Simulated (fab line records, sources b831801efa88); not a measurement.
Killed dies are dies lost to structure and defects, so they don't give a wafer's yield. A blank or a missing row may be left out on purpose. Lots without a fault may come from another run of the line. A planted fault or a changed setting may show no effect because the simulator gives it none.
fab line records | flow sky130
record lots=14 wafers=42 last_day=50
route steps=708 shown LDD_HVP@286 PAD_OPEN@708
lots that met no fault: from a run of the same line without faults
start_h: hours from the record's first day to the start of the lot's first wafer shown | wait_h: hours since the lot's step before | " the same as in the row above | L1.1+2: a row that stands for several wafers | - no value, or no start given | * or withheld: withheld | < > ~ a bound
route shown NAME@n: a module of which the file shows steps, and the number in the route of the first | usual: mean/standard deviation of fault-free wafers | same: alike in all rows | chamber/n: place in a boat | sites: the reading at each site | _std_site: their standard deviation | _edge_site: outer sites' mean less inner sites' | radius_mm: how far each site lies from the wafer's centre | mask NAME#n: copy n | behind: the tool/chamber that last shaped the wafer | hold: why the lot was held/for how many hours/how that ended | device: the transistor (n, p or np) that didn't switch | end of line: the same wafers' tests at the end of the route | a step without rows: its recipe alone | killed: dies lost to structure and defects at the first sort, not the wafer's yield | map: a wafer's dies, x killed, . not, _ none there
set.NAME: the setting as run; set.NAME@STEP: as run at that earlier step | model.NAME: the simulator's own value behind a step, which no gauge read
steps of the route over a sample of lots; a table a step, a row a wafer
services: from which hour (start_h, from the record's first day; less than 0 if before it) a tool's chamber was out of use, for how many hours, and why
## steps
# step SKY_LDD_HVP_IMPLANT_08
# recipe species=B energy_kev=20 dose_cm2=1.7e+13 tilt_deg=17.9
# usual beam_energy_keV=20.000/0.0064 end_station_pressure_torr=5.09e-06/2.9e-07 tilt_deg=17.895/0.019
# columns lot.wafer tool chamber start_h wait_h beam_energy_keV end_station_pressure_torr tilt_deg
L536.2 implanter-03 0 495.31 0.0 20.006 5.04e-06 17.871
L536.3 " 0 " " 20.006 4.56e-06 17.923
L536.6 " 0 " " 20.002 5.25e-06 17.924
L537.2 implanter-02 0 506.06 0.0 19.995 4.67e-06 17.921
L537.4 " 0 " " 19.995 4.84e-06 17.899
L537.5 " 0 " " 19.994 5.03e-06 17.891
L538.2 implanter-04 0 515.97 0.2 19.993 5.2e-06 17.869
L538.3 " 0 " " 20.001 5.38e-06 17.880
L538.6 " 0 " " 19.992 4.85e-06 17.887
L540.1 implanter-04 0 540.02 0.0 20.008 5.01e-06 17.897
L540.2 " 0 " " 20.002 5.01e-06 17.922
L540.3 " 0 " " 20.004 5.51e-06 17.849
L542.4 implanter-03 0 550.14 0.1 19.991 5.08e-06 17.922
L542.5 " 0 " " 19.990 5.05e-06 17.896
L542.6 " 0 " " 20.000 5.11e-06 17.897
L545.2 implanter-04 0 578.34 0.0 20.005 5.29e-06 17.931
L545.4 " 0 " " 20.010 4.83e-06 17.928
L545.6 " 0 " " 20.004 4.92e-06 17.894
L544.1 implanter-03 0 581.12 0.0 25.032 5.04e-06 17.882
L544.3 " 0 " " 25.040 4.86e-06 17.916
L544.6 " 0 " " 25.038 5.28e-06 17.917
L546.1 implanter-02 0 589.49 0.0 19.988 5.53e-06 17.902
L546.5 " 0 " " 19.985 5.63e-06 17.922
L546.6 " 0 " " 20.001 5.19e-06 17.904
L548.2 implanter-03 0 598.69 0.0 25.038 5.24e-06 17.895
L548.5 " 0 " " 25.028 5.3e-06 17.917
L548.6 " 0 " " 25.030 5.41e-06 17.895
L549.1 implanter-04 0 607.97 0.0 19.994 4.95e-06 17.901
L549.2 " 0 " " 19.988 4.97e-06 17.901
L549.5 " 0 " " 19.999 4.83e-06 17.841
L554.1 implanter-03 0 653.54 0.0 20.011 5.13e-06 17.923
L554.2 " 0 " " 20.005 4.74e-06 17.909
L554.4 " 0 " " 20.009 5.28e-06 17.888
L555.1 implanter-02 0 668.99 0.0 20.000 4.92e-06 17.901
L555.5 " 0 " " 19.995 5.36e-06 17.912
L555.6 " 0 " " 19.997 6e-06 17.898
L558.4 implanter-04 0 681.45 0.1 19.999 5.1e-06 17.887
L558.5 " 0 " " 20.004 5.19e-06 17.877
L558.6 " 0 " " 20.004 5.75e-06 17.853
L559.4 implanter-02 0 689.30 0.1 19.988 5.55e-06 17.925
L559.5 " 0 " " 19.996 4.65e-06 17.915
L559.6 " 0 " " 20.003 5.57e-06 17.911
# step SKY_PAD_OPEN_PROBE_99
# usual killed_at_M0_to_M3=42/7 killed_at_M4_up=3.2/1.6 killed_at_contacts=24/5.8 killed_at_front_end=16/4.3 killed_at_other=0.3/0.62 killed_dies=86/9.5 killed_open=46/6.4 killed_short=39/6.3
# same gross_dies=492 killed_at_back_side=0
# columns lot.wafer tool chamber start_h wait_h killed_at_M0_to_M3 killed_at_M4_up killed_at_contacts killed_at_front_end killed_at_other killed_dies killed_open killed_short
L544.1 prober-01 - 1136.47 0.1 41 4 26 14 0 85 44 41
L544.3 prober-01 - 1136.57 0.2 37 3 29 9 1 79 38 41
L544.6 prober-01 - 1136.72 0.2 43 5 22 18 0 88 55 31
L546.1 prober-02 - 1140.16 0.1 49 2 22 12 0 85 44 41
L546.5 prober-02 - 1140.36 0.2 46 4 19 13 1 83 46 37
L546.6 prober-02 - 1140.41 0.2 52 2 14 17 0 85 48 37
# killed by level:class
L544.1 VIA1:geometric_particle:open=14 CONTACT:geometric_particle:open=8 LI_CONTACT:geometric_particle:open=6 CONTACT:geometric_particle:short=5 LOCAL_INTERCONNECT:geometric_particle:short=5 METAL2:geometric_particle:short=5 POLY_GATE:geometric_particle:open=4 METAL1:geometric_particle:short=4
L544.3 CONTACT:geometric_particle:open=11 VIA1:geometric_particle:open=8 METAL2:geometric_particle:short=8 LOCAL_INTERCONNECT:geometric_particle:short=6 CONTACT:geometric_particle:short=5 METAL1:geometric_particle:short=5 VIA2:geometric_particle:open=5 LI_CONTACT:geometric_particle:open=4
L544.6 VIA1:geometric_particle:open=10 CONTACT:geometric_particle:open=8 LI_CONTACT:geometric_particle:open=6 METAL1:geometric_particle:short=6 VIA2:geometric_particle:open=6 METAL1:geometric_particle:open=5 FIELD_ISO:geometric_particle:open=4 FIELD_ISO:geometric_particle:short=4
L546.1 VIA1:geometric_particle:open=13 LI_CONTACT:geometric_particle:open=10 LOCAL_INTERCONNECT:geometric_particle:short=8 VIA1:geometric_particle:short=6 VIA3:geometric_particle:open=6 VIA2:geometric_particle:open=6 METAL1:geometric_particle:short=5 METAL2:geometric_particle:short=5
L546.5 VIA2:geometric_particle:open=10 METAL1:geometric_particle:short=10 LI_CONTACT:geometric_particle:open=8 VIA1:geometric_particle:open=7 VIA3:geometric_particle:open=7 CONTACT:geometric_particle:open=6 LOCAL_INTERCONNECT:geometric_particle:short=5 POLY_GATE:geometric_particle:open=5
L546.6 METAL1:geometric_particle:short=11 VIA1:geometric_particle:open=10 VIA2:geometric_particle:open=8 VIA3:geometric_particle:open=7 LI_CONTACT:geometric_particle:open=6 METAL2:geometric_particle:short=6 POLY_GATE:geometric_particle:open=4 CONTACT:geometric_particle:open=4
## services
# columns tool chamber start_h hours kind
implanter-02 - 473.37 10.7 repair
implanter-03 - 486.16 1.9 repair
implanter-02 - 514.47 20.9 pm
implanter-04 - 587.52 1.5 repair
implanter-02 - 598.28 11.4 repair
implanter-03 - 626.22 2.6 repair
implanter-03 - 626.40 1.2 repair
implanter-04 - 643.34 4.2 repair
## key
first_sign step=SKY_LDD_HVP_IMPLANT_08 reading=beam_energy_keV direction=up sigmas=99+ usual=* struck=*
effect none on later readings
met_at SKY_LDD_HVP_IMPLANT_08
struck_lots L544,L548
tester_left_out L544,L548
onset_between 550.14 581.12
fault kind=process_parameter_drift tool=implanter-03 chamber=- onset_h=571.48 steps=SKY_LDD_HVP_IMPLANT_08 channel=energy_kev offset=* shape=step end_h=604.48 acts_in=* stated=*
# tester_left_out: of these lots the tester's yield and bins aren't shown, on N5 and GAA mostly nor the transistor test; their killed dies are dies lost to structure and defects alone, not to doping, threshold or leakage, so they don't give the yield
